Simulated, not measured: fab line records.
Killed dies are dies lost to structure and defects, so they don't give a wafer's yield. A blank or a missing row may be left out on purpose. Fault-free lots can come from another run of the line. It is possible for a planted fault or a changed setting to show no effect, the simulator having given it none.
Chamber matching ; flow sfq line ; pecvd-04 running SFQ_TRILAYER_I3_DEP_PECVD_081: 3 sister chambers
The step deposits SiO2 from SiH4/N2O, time 111.11 s, target thk 500 nm. 6 wafers are shown with their chamber, then 8 later ones without.

== WAFERS PAIRED WITH THEIR CHAMBERS ==
wafer;chamber;throttle valve pct (%);heater power outer w (W)
L724.3;1;24.3;28
L728.6;0;23.4;35
L730.2;0;23.6;47
L730.3;2;22.6;43
L730.6;2;22.6;45
L737.1;1;24.7;20

== WAFERS WITHOUT THEIR CHAMBER ==
wafer;throttle valve pct (%);heater power outer w (W)
L737.2;23.6;49
L737.6;24.8;23
L743.1;24.5;19
L743.2;23.7;48
L743.3;24.0;50
L744.2;24.8;19
L744.4;24.5;22
L744.5;23.6;44

== EACH ONE'S CHAMBER ==
wafer;from the rows above;in truth
L737.2;0;0
L737.6;1;1
L743.1;1;1
L743.2;0;0
L743.3;0;0
L744.2;1;1
L744.4;1;1
L744.5;0;0
8 of 8 placed correctly. Not placeable from these rows: 0. Wrongly placed: 0.
How it was worked out, from the rows above alone: a wafer's distance from a chamber is the root of the sum, over the readings, of the square of ((its reading less the chamber's mean) divided by the reading's scatter). If the next closest chamber is less than 2 further off than the closest, the wafer can't be placed; otherwise it belongs to the closest. The mean given for a chamber averages the wafers shown for that chamber. The scatter: take each reading less its chamber's mean, square it, sum over the shown wafers, divide by the number of wafers less the number of chambers, and take the root.
